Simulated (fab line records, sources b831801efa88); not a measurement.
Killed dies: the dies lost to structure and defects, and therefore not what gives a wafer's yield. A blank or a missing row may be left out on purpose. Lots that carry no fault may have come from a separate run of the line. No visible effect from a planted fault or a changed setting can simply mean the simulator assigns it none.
Struck lot and sound lot, side by side || flow sky130 || 14 steps out of a route of 708
Sound: the wafers L633.2, L633.3, L633.4. The struck wafers were L624.1, L624.3, L624.5. The cause is named last.
For every step that has rows: the tool of each side, followed by ch and its chambers, followed by its first start. Under that, the readings that differ: sound wafers || struck wafers || difference of the means || sigmas: that difference in standard deviations of wafers without a fault.
alike: readings whose means differ by less than 2 such deviations, and words and numbers that are the same on both sides. not compared: withheld readings, readings that some wafer has no value for, bounds like >300 that may hide the same value, and numbers for which the record gives no deviation and whose values overlap.
A row with sigmas, a row that says differs or no value, or rows on one side alone: a step with any of these is where the two part. Numbers that have no deviation but don't overlap get no sigmas and don't part them. A reading missing from all wafers of one side parts the sides only when that side holds two or more wafers.

first, 1 step without rows for these wafers: SKY_POLY_CUT_DEVELOP_07 (develop time 60 s).
SKY_POLY_CUT_CD_MEAS_08: target cd 270 nm.
  struck on cdSem-01, day 27 21:53; sound on cdSem-01, day 32 01:41
  alike: cdNm
SKY_POLY_CUT_OVL_MEAS_09:
  struck on overlay-01, day 27 22:01; sound on overlay-01, day 32 01:48
  alike: POLY_CUT_OVL
SKY_POLY_CUT_ETCH_10: etches BARC in N2/H2, stops on SiO2, time 45.9 s, target depth 60 nm.
  sound on rieDiel-04 ch 1,2,3, day 32 01:50; struck on rieDiel-04 ch 0,1, day 27 22:02
  alike: drypumpMotorCurrentA, oesProductAu, throttleValvePct
  not compared: rfHoursCounterH
SKY_POLY_CUT_ETCH_11: etches Si3N4 in CF4/CH2F2/Ar, stops on poly-Si, time 42.5 s, target depth 60 nm.
  sound on rieDiel-04 ch 1,2,3, day 32 01:52; struck on rieDiel-04 ch 0,1, day 27 22:05
  alike: drypumpMotorCurrentA, oesProductAu, throttleValvePct
  not compared: rfHoursCounterH
SKY_POLY_CUT_STRIP_12: strips in O2/N2.
  sound on plasmaAsher-03 ch 0,1, day 32 01:55; struck on plasmaAsher-02 ch 0,1, day 27 22:08
{"reading": "drypumpMotorCurrentA (A)", "sound": "6.43 6.43 5.35", "struck": "5.43 5.39 5.39", "difference": -0.67, "sigmas": -2}
  alike: oesProductAu, stripTimeToEndpointS
  not compared: rfHoursCounterH
then, 6 steps without rows for these wafers: SKY_SD_P_DEHYDRATE_00 (time 60 s); SKY_SD_P_HMDS_01 (prime time 60 s); SKY_SD_P_COAT_02 (resist thk 1140 nm); SKY_SD_P_SOFTBAKE_03 (time 60 s); SKY_SD_P_EXPOSE_04 (exposes mask PSDM, target cd 380 nm); SKY_SD_P_PEB_05.
SKY_SD_P_DEVELOP_06: develop time 60 s.
  sound on lithoTrack-04 ch 0, day 33 04:56; struck on lithoTrack-01 ch 0, day 29 02:50
{"reading": "developerTempC (C)", "sound": "23.00 22.97 22.83", "struck": "20.60 20.78 20.70", "difference": -2.24, "sigmas": -23}
SKY_SD_P_CD_MEAS_07: target cd 380 nm.
  struck on cdSem-02, day 29 02:59; sound on cdSem-01, day 33 05:05
{"reading": "cdNm (nm)", "sound": "378.4 377.0 378.2", "struck": "385.8 387.0 383.6", "difference": "+7.6", "sigmas": "+3"}

WHERE THEY PART
Last at SKY_SD_P_CD_MEAS_07 as far as this record goes, first at SKY_POLY_CUT_STRIP_12.

WHY: what had been put in by the simulator
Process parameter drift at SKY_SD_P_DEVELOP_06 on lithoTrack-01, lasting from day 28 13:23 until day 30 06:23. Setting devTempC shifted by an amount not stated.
